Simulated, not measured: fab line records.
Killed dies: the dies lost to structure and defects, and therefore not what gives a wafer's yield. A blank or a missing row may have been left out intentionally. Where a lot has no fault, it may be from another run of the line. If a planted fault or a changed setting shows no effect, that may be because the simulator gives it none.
Struck lot and sound lot, side by side -- flow sky130 -- 15 steps out of a route of 708
Sound: the wafers L298.3, L298.5, L298.6. Wafers struck: L291.1, L291.4, L291.5. The cause comes at the end.
Order at every step that has rows: each side's tool, ch and its chambers, its first start. Under that, the readings that differ: sound wafers -- struck wafers -- difference of the means -- sigmas: that difference in standard deviations of wafers without a fault.
alike: words and numbers the same on both sides, and readings whose means are apart by under 2 such deviations; not compared: readings that were withheld, readings missing a value for some wafer, numbers with overlapping values and no deviation given by the record, and bounds like >300 which may hide the same value.
A row with sigmas, a row that says differs or no value, or rows on one side alone: a step with any of these is where the two part. When numbers do not overlap yet have no deviation, they are printed without sigmas and do not part them. A reading missing from all wafers of one side parts the sides only when that side holds two or more wafers.

SKY_LDD_HVP_STRIP_09: strips in O2/N2.
  sound on plasma asher-02 ch 0,1, day 27 17:46; struck on plasma asher-04 ch 0,1, day 25 22:11
  alike: drypump motor current A, oes product au, strip time to endpoint s
  not compared: rf hours counter h
SKY_LDD_HVP_TW_MEAS_10:
  sound on film metro-02 at day 27 17:51; struck on film metro-03 at day 25 22:17
  alike: LDD_HVP_TW
then, 7 steps without rows for these wafers: SKY_LDD_LDN_DEHYDRATE_00 (time 60 s); SKY_LDD_LDN_HMDS_01 (prime time 60 s); SKY_LDD_LDN_COAT_02 (resist thk 1140 nm); SKY_LDD_LDN_SOFTBAKE_03 (time 60 s); SKY_LDD_LDN_EXPOSE_04 (exposes mask LDNTM, target cd 700 nm); SKY_LDD_LDN_PEB_05; SKY_LDD_LDN_DEVELOP_06 (develop time 60 s).
SKY_LDD_LDN_OVL_MEAS_07:
  sound on overlay-02 at day 28 21:24; struck on overlay-02 at day 27 03:17
  alike: LDD_LDN_OVL
then, 2 steps without rows for these wafers: SKY_LDD_LDN_IMPLANT_08; SKY_LDD_LDN_IMPLANT_09.
SKY_LDD_LDN_IMPLANT_10:
  sound on implanter-01 ch 0, day 28 21:47; struck on implanter-04 ch 0, day 27 03:38
reading,sound,struck,difference,sigmas
dose ions cm2,1.2479e+13 1.2518e+13 1.2488e+13,6.752e+12 6.751e+12 6.748e+12,-5.745e+12,-99 or more
faraday current uA,71.6 69.6 70.5,37.5 38.4 38.7,-32.4,-25
  alike: beam energy keV, beam on s
after that, 1 step had no rows for these wafers: SKY_LDD_LDN_IMPLANT_11.
-- a jump in the record: the struck wafers' starts before and after are 22 days apart (it breaks off in module LDD_LDN and resumes in module PAD_OPEN, where the first step shown is number 708 of the route) --
SKY_PAD_OPEN_PROBE_99:
  sound on prober-01 at day 49 22:32; struck on prober-01 at day 48 16:56
  alike: killed_at_M0_to_M3, killed_at_M4_up, killed at contacts, killed at front end, killed at other, killed dies, killed open, killed short
  not compared: model.etest.tip sonos.rs ohm sq

== WHERE THEY PART ==
At SKY_LDD_LDN_IMPLANT_10 and nowhere else, as far as this record goes. Later steps at which nothing parts them and some readings are alike: SKY_PAD_OPEN_PROBE_99.

WHY: what had been put in by the simulator
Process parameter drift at SKY_LDD_LDN_IMPLANT_10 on implanter-04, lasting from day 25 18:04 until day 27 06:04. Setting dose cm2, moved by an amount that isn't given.
